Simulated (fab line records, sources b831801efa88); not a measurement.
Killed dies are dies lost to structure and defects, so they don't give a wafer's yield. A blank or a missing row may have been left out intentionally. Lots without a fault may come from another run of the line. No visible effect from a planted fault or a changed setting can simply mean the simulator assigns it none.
8D (eight disciplines) problem report, filled in by code + flow gf180mcu + the parts of the form that need people (team, actions taken, sign-off) are left out

== 1. THE PROBLEM ==
Mean MIM_CVD_05_THK at GF_MIM_THK_MEAS_06: 55.6 nm over 2 wafers in 2 lots; fault-free wafers: 42.1 nm, standard deviation 0.62. That puts it +22 standard deviations away from the usual mean.
The first sign was on wafer L536.4 at day 28 05:23, on film_metro-03. The record has a number at this step for 39 wafers belonging to 13 lots. Rule for "out" (also "out of limits"): further than 4 standard deviations from the usual mean. The other wafers with a number count as sound.

== 2. WHAT THIS IS AND IS NOT ==
| question                    | is                           | is not                                                                                       |
|-----------------------------|------------------------------|----------------------------------------------------------------------------------------------|
| which readings at this step | MIM_CVD_05_THK               | -                                                                                            |
| which lots                  | L536, L539                   | L526, L527, L532, L533, L534, L535, L537, L544, L546, L548, L549                             |
| which wafers of those lots  | L536.4, L539.4               | L536.1, L536.2, L539.1, L539.5                                                               |
| read on which gauges        | film_metro-03, film_metro-04 | film_metro-02                                                                                |
| when                        | from day 28 05:23            | up to then (23 sound wafers); but 14 sound wafers of L539, L544, L546, L548, L549 came after |

== 3. SUSPECTS, AND WHAT RULES EACH OUT ==
Counting: any tool at a process step up to the reading remains a suspect provided it ran every lot that is out. Sound lots after the first of them don't rule it out here, since some wafers of a struck lot are sound.
- the gauge at GF_MIM_THK_MEAS_06 has been ruled out. 2 gauges (film_metro-03, film_metro-04) read the wafers that are out.
- rie_diel-02 at GF_V4_ETCH_17 (etches SiO2 in C4F8/O2/Ar, stops on TiN, target depth 630 nm): kept. It ran every lot that is out, first L536 (day 28 04:46); its last sound lot up to then is L535 (day 27 17:55). GF_V4_ETCH_17 gives no start for some lots, so the hours and the order of its lots are those of GF_V4_THK_MEAS_25.
- pecvd-03 at GF_MIM_CVD_05 (deposits Si3N4, target thk 42 nm, time 29.086 s): kept. It ran every lot that is out, first L536 (day 28 05:21); its last sound lot up to then is L533 (day 27 01:05).
After counting, rie_diel-02 at GF_V4_ETCH_17 and pecvd-03 at GF_MIM_CVD_05 remain.

== 4. THE CAUSE (what the simulator had put in) ==
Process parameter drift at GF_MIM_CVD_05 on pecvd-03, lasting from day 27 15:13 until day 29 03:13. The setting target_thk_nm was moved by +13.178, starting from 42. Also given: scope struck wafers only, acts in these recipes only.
Counting left 2 suspects, and this tool is among them.

== 5. THE EFFECT CHAIN, in route order ==
One row per reading whose mean, taken over the struck wafers that have a number, lies over 3 standard deviations from the usual. Readings are gone through only where the record gives a usual standard deviation; hours: the median, over the lots, of the time from a lot's start at the first step in this table giving one to that lot's start at this step; sigmas: the change measured in usual standard deviations.
| hours | step               | reading        | usual   | on struck wafers | change | sigmas |
|-------|--------------------|----------------|---------|------------------|--------|--------|
| 0     | GF_MIM_THK_MEAS_06 | MIM_CVD_05_THK | 42.1 nm | 55.6             | +13.5  | +22    |

== 6. HOW IT WOULD HAVE BEEN CAUGHT EARLIER ==
Counted from the fault's start at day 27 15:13, it took 14 hours until the first out-of-limits reading at a measuring or inspecting step in this record, taken at day 28 05:23.
Of the tool readings at GF_MIM_CVD_05 for which the record gives a usual standard deviation, none was out on any struck wafer, so an alarm limit of 4 standard deviations on them would not have fired.
Among the 2 lots that are out, L539 began GF_MIM_CVD_05 on pecvd-03 after day 28 05:23. A hold on the tool at that time would have spared it.
